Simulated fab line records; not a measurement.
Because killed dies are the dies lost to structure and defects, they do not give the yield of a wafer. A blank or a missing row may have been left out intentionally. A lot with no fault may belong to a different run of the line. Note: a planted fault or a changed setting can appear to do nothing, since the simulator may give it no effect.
Matching of chambers    flow sky130    cmp-02 running SKY_VIA1_CMP_02: 4 sister chambers
The step polishes SiO2. 30 wafers are shown with their chamber, then 12 later ones without.

== WAFERS WITH THEIR CHAMBER ==
wafer   chamber  motorCurrentA (A)
L074.1  0        11.3
L074.3  2        12.1
L074.4  3        12.0
L076.1  1        11.7
L076.3  3        11.4
L076.6  2        12.0
L077.1  0        10.5
L077.5  2        12.1
L077.6  3        12.1
L078.2  0        10.4
L078.3  2        12.3
L078.4  3        12.4
L079.2  0        10.2
L079.3  3        11.8
L079.5  1        12.1
L081.1  1        12.1
L081.3  3        11.7
L081.6  2        12.8
L082.1  2        12.4
L082.4  1        11.8
L082.5  2        11.6
L084.1  2        12.4
L084.4  1        12.0
L084.5  2        11.8
L083.3  3        11.9
L083.4  0        10.6
L083.5  3        12.1
L088.3  3        11.9
L088.4  2        11.9
L088.6  2        11.6

SIGNATURES (averages over the wafers above)
reading        chamber 0  chamber 1  chamber 2  chamber 3  scatter within a chamber
motorCurrentA  10.600     11.940     12.091     11.922     0.329
Rule: for a wafer and a chamber, the distance is found by dividing, reading by reading, the gap between the wafer's reading and the chamber's mean by the reading's scatter, squaring, summing and taking the root. If the next closest chamber is less than 2 further off than the closest, the wafer can't be placed; otherwise it belongs to the closest. The scatter: the root of (the sum of the squares of (reading less its chamber's mean) over the shown wafers, divided by (wafers less chambers)).

== WAFERS MISSING THEIR CHAMBER ==
wafer   motorCurrentA (A)
L093.1  11.9
L093.4  11.8
L093.5  12.3
L095.2  11.2
L095.4  11.8
L095.5  11.5
L094.1  11.0
L094.3  12.1
L094.4  12.3
L096.1  11.6
L096.2  12.1
L096.4  11.7

== THE CHAMBER EACH PASSED THROUGH ==
wafer   from the rows above                in truth
L093.1  can't be placed: 3 or 1 or 2       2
L093.4  can't be placed: 3 or 1 or 2       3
L093.5  can't be placed: 2 or 1 or 3       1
L095.2  can't be placed: 0 or 3 or 1 or 2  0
L095.4  can't be placed: 3 or 1 or 2       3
L095.5  can't be placed: 3 or 1 or 2 or 0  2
L094.1  can't be placed: 0 or 3 or 1       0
L094.3  can't be placed: 2 or 1 or 3       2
L094.4  can't be placed: 2 or 1 or 3       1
L096.1  can't be placed: 3 or 1 or 2       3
L096.2  can't be placed: 2 or 1 or 3       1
L096.4  can't be placed: 3 or 1 or 2       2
Correctly placed: 0 of 12. These rows do not allow placing 12 (true chamber among the candidates in 12). Number placed wrongly: 0.
